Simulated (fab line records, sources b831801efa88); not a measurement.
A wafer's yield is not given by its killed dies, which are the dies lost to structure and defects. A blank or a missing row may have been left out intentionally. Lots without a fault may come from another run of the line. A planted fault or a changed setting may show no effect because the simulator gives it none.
A struck lot beside a sound one + flow sky130 + 15 steps out of a route of 708
Sound: the wafers L886.1, L886.2, L886.3. Wafers struck: L898.1, L898.2, L898.3. The cause is given at the end.
For every step that has rows: the tool of each side, followed by ch and its chambers, followed by its first start. Under that, the readings that differ: sound wafers + struck wafers + difference of the means + sigmas: that difference in standard deviations of wafers without a fault.
alike: same words and numbers on both sides, and readings whose means sit less than 2 such deviations apart. not compared: any withheld reading, any reading some wafer has no value for, any bound like >300 that may hide the same value, and any number with overlapping values for which the record gives no deviation.
Wherever a step has rows on one side only, a row that says differs or no value, or a row with sigmas, the two part there. Numbers that don't overlap but have no deviation are shown without sigmas and don't part them. A reading missing from all wafers of one side parts the sides only when that side holds two or more wafers.

SKY_LDD_HVN_OVL_MEAS_07:
  struck on overlay-02, day 27 18:32; sound on overlay-02, day 24 05:41
  alike: LDD_HVN_OVL
then, 1 step without rows for these wafers: SKY_LDD_HVN_IMPLANT_08.
SKY_LDD_HVN_STRIP_09: strips in O2/N2.
  sound on plasma asher-03 ch 0,1, day 24 05:52; struck on plasma asher-01 ch 0,1, day 27 18:43
  alike: drypump motor current A, oes product au, strip time to endpoint s
  not compared: rf hours counter h
SKY_LDD_HVN_TW_MEAS_10:
  struck on film metro-01, day 27 18:49; sound on film metro-01, day 24 05:58
  alike: LDD_HVN_TW
then, 7 steps without rows for these wafers: SKY_LDD_HVP_DEHYDRATE_00 (time 60 s); SKY_LDD_HVP_HMDS_01 (prime time 60 s); SKY_LDD_HVP_COAT_02 (resist thk 300 nm); SKY_LDD_HVP_SOFTBAKE_03 (time 60 s); SKY_LDD_HVP_EXPOSE_04 (exposes mask HVPTM, target cd 700 nm); SKY_LDD_HVP_PEB_05; SKY_LDD_HVP_DEVELOP_06 (develop time 60 s).
SKY_LDD_HVP_OVL_MEAS_07:
  struck on overlay-01, day 28 22:53; sound on overlay-01, day 25 11:22
  alike: LDD_HVP_OVL
SKY_LDD_HVP_IMPLANT_08:
  sound on implanter-01 ch 0, day 25 11:24; struck on implanter-01, day 28 22:55
  no value came back on the struck wafers for beam energy keV, beam on s (s), end station pressure torr (Torr); on the sound wafers beam energy keV reads 19.999 20.007 20.007
SKY_LDD_HVP_STRIP_09: strips in O2/N2.
  sound on plasma asher-01 ch 0,1, day 25 11:33; struck on plasma asher-02 ch 0,1, day 28 23:04
  alike: drypump motor current A, oes product au, strip time to endpoint s
  not compared: rf hours counter h
SKY_LDD_HVP_TW_MEAS_10:
  struck on film metro-03, day 28 23:10; sound on film metro-02, day 25 11:39
| reading    | sound             | struck         | difference | sigmas      |
|------------|-------------------|----------------|------------|-------------|
| LDD_HVP_TW | 449.2 448.2 450.0 | 29.7 29.8 29.9 | -419.3     | -99 or more |

## WHERE THEY PART
Earliest at SKY_LDD_HVP_IMPLANT_08; latest, in this record, at SKY_LDD_HVP_TW_MEAS_10.

WHY: what the simulator had put in
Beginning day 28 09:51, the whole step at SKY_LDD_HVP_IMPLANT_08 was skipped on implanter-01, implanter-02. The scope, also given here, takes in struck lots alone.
